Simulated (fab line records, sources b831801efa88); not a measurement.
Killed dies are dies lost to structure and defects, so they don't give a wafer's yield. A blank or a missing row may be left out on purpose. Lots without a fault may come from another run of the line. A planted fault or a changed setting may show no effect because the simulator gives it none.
A struck lot beside a sound one | flow gf180mcu | 15 steps out of a route of 602
Sound: wafers L264.1, L264.3, L264.6. Struck: wafers L272.4, L272.5, L272.6. The cause comes at the end.
At each step with rows: each side's tool, then ch and its chambers, then its first start. Under that, the readings that differ: sound wafers | struck wafers | difference of the means | sigmas: that difference in standard deviations of wafers without a fault.
alike: readings whose means differ by less than 2 such deviations, and words and numbers that are the same on both sides. not compared: withheld readings, readings that some wafer has no value for, bounds like >300 that may hide the same value, and numbers for which the record gives no deviation and whose values overlap.
The two part at a step that has a row with sigmas, a row that says differs or no value, or rows on one side only. Numbers that don't overlap but have no deviation are shown without sigmas and don't part them. A reading that every wafer of one side lacks parts them only if that side has two wafers or more.

first, 1 step without rows for these wafers: GF_DNWELL_IMPLANT_07.
GF_DNWELL_STRIP_08: strips in O2/N2.
  sound on plasma_asher-01 ch 0,1, day 3 08:22; struck on plasma_asher-02 ch 0,1, day 5 01:13
  reading                     | sound       | struck      | difference | sigmas
  drypump_motor_current_A (A) | 5.7 5.5 5.5 | 6.6 6.3 6.5 | +0.9       | +2
  alike: heater_power_w, oes_product_au, strip_time_to_endpoint_s
  not compared: rf_hours_counter_h
GF_DNWELL_TW_MEAS_09:
  sound on film_metro-02, day 3 08:28; struck on film_metro-01, day 5 01:19
  alike: DNWELL_TW
then, 7 steps without rows for these wafers: GF_NWELL_DEHYDRATE_00 (time 60 s); GF_NWELL_HMDS_01 (prime time 60 s); GF_NWELL_COAT_02 (resist thk 3000 nm); GF_NWELL_SOFTBAKE_03; GF_NWELL_EXPOSE_04 (exposes mask Nwell, target cd 860 nm); GF_NWELL_PEB_05; GF_NWELL_DEVELOP_06 (develop time 60 s).
GF_NWELL_OVL_MEAS_07:
  sound on overlay-02, day 3 21:22; struck on overlay-01, day 5 15:50
  alike: NWELL_OVL
then, 1 step without rows for these wafers: GF_NWELL_IMPLANT_08.
GF_NWELL_IMPLANT_09:
  sound on implanter-03 ch 0, day 3 21:32; struck on implanter-01, day 5 16:05
  no value came back on the struck wafers for beam_energy_keV, beam_on_s (s), faraday_current_uA, tilt_deg (degrees); on the sound wafers beam_energy_keV reads 159.99 159.97 159.96
GF_NWELL_STRIP_10: strips in O2/N2.
  sound on plasma_asher-03 ch 0,1, day 3 21:41; struck on plasma_asher-03 ch 0,1, day 5 16:12
  reading                      | sound             | struck            | difference | sigmas
  strip_time_to_endpoint_s (s) | 37.03 36.98 37.11 | 36.88 36.87 36.75 | -0.21      | -2
  alike: drypump_motor_current_A, heater_power_w, oes_product_au
  not compared: rf_hours_counter_h
GF_NWELL_TW_MEAS_11:
  sound on film_metro-01, day 3 21:47; struck on film_metro-01, day 5 16:31
  reading  | sound          | struck         | difference | sigmas
  NWELL_TW | 1565 1562 1562 | 1500 1492 1493 | -68        | -6
  not compared: hold

WHERE THEY PART
First at GF_DNWELL_STRIP_08; last, within this record, at GF_NWELL_TW_MEAS_11.

WHY: what the simulator had put in
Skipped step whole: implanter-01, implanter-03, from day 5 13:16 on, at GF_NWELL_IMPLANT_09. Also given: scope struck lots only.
